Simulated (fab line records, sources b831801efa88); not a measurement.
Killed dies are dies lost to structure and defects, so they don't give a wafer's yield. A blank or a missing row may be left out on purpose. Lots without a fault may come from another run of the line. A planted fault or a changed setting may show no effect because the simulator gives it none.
fab line records | flow sfq_line
record lots=15 wafers=45 last_day=80
route steps=325 shown I2@111
lots that met no fault: from a run of the same line without faults
start_h: hours from the record's first day to the start of the lot's first wafer shown | wait_h: hours since the lot's step before | " the same as in the row above | L1.1+2: a row that stands for several wafers | - no value, or no start given | * or withheld: withheld | < > ~ a bound
route shown NAME@n: a module of which the file shows steps, and the number in the route of the first | usual: mean/standard deviation of fault-free wafers | same: alike in all rows | chamber/n: place in a boat | sites: the reading at each site | _std_site: their standard deviation | _edge_site: outer sites' mean less inner sites' | radius_mm: how far each site lies from the wafer's centre | mask NAME#n: copy n | behind: the tool/chamber that last shaped the wafer | hold: why the lot was held/for how many hours/how that ended | device: the transistor (n, p or np) that didn't switch | end of line: the same wafers' tests at the end of the route | a step without rows: its recipe alone | killed: dies lost to structure and defects at the first sort, not the wafer's yield | map: a wafer's dies, x killed, . not, _ none there
set.NAME: the setting as run; set.NAME@STEP: as run at that earlier step | model.NAME: the simulator's own value behind a step, which no gauge read
steps of the route over a sample of lots; a table a step, a row a wafer
## steps
# step SFQ_TRILAYER_I2_VIA_LITHO_PEB_070
# recipe peb_temp_c=115 peb_time_s=60 resist=KrF
# usual chill_plate_temp_C=23.03/0.095 exhaust_pa=44.9/0.82
# columns lot.wafer tool chamber start_h wait_h chill_plate_temp_C exhaust_pa
L382.1 litho_track-03 0 526.74 1.0 23.07 44.9
L382.3 " 0 " " 22.97 43.9
L382.4 " 0 " " 22.98 44.5
L384.2 litho_track-04 0 543.56 0.8 22.96 44.8
L384.3 " 0 " " 22.92 45.6
L384.4 " 0 " " 22.96 45.8
L385.1 litho_track-03 0 553.67 1.0 23.04 45.3
L385.2 " 0 " " 23.03 45.0
L385.5 " 0 " " 23.07 45.4
L386.4 litho_track-03 0 565.75 0.5 23.12 44.4
L386.5 " 0 " " 23.01 44.6
L386.6 " 0 " " 22.97 44.4
L390.3 litho_track-04 - 594.97 - - -
L390.4 " - " " - -
L390.5 " - " " - -
L391.4 litho_track-03 - 607.65 0.5 - -
L391.5 " - " " - -
L391.6 " - " " - -
L392.1 litho_track-04 - 609.97 1.0 - -
L392.2 " - " " - -
L392.4 " - " " - -
L396.1 litho_track-03 0 641.17 1.0 23.10 43.3
L396.3 " 0 " " 23.13 43.4
L396.6 " 0 " " 23.05 45.0
L397.2 litho_track-04 0 647.95 0.8 23.01 45.5
L397.4 " 0 " " 23.00 44.2
L397.6 " 0 " " 22.99 44.5
L398.1 litho_track-02 0 650.32 1.0 23.04 44.7
L398.2 " 0 " " 22.99 45.3
L398.5 " 0 " " 22.93 43.5
L399.3 litho_track-04 0 665.52 0.7 23.17 44.5
L399.5 " 0 " " 23.02 45.4
L399.6 " 0 " " 23.04 44.8
L401.2 litho_track-02 0 684.70 0.8 23.10 44.2
L401.3 " 0 " " 23.01 44.6
L401.5 " 0 " " 23.14 45.5
L402.2 litho_track-02 0 696.70 0.8 22.87 46.1
L402.4 " 0 " " 22.89 45.1
L402.5 " 0 " " 23.04 44.9
L404.2 litho_track-02 0 711.10 0.8 22.97 45.5
L404.4 " 0 " " 23.00 45.8
L404.6 " 0 " " 22.95 46.6
L405.1 litho_track-03 0 718.27 1.0 23.20 44.1
L405.3 " 0 " " 23.03 46.1
L405.5 " 0 " " 23.15 45.9
## key
first_sign step=SFQ_TRILAYER_I2_VIA_LITHO_PEB_070 reading=tool_record direction=missing
effect none on later readings
met_at SFQ_TRILAYER_I2_VIA_LITHO_PEB_070
struck_lots L390,L391,L392
onset_between 565.75 594.97
fault kind=skipped_step_whole tool=litho_track-03,litho_track-04 chamber=- onset_h=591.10 steps=SFQ_TRILAYER_I2_VIA_LITHO_PEB_070 scope=struck_lots_only
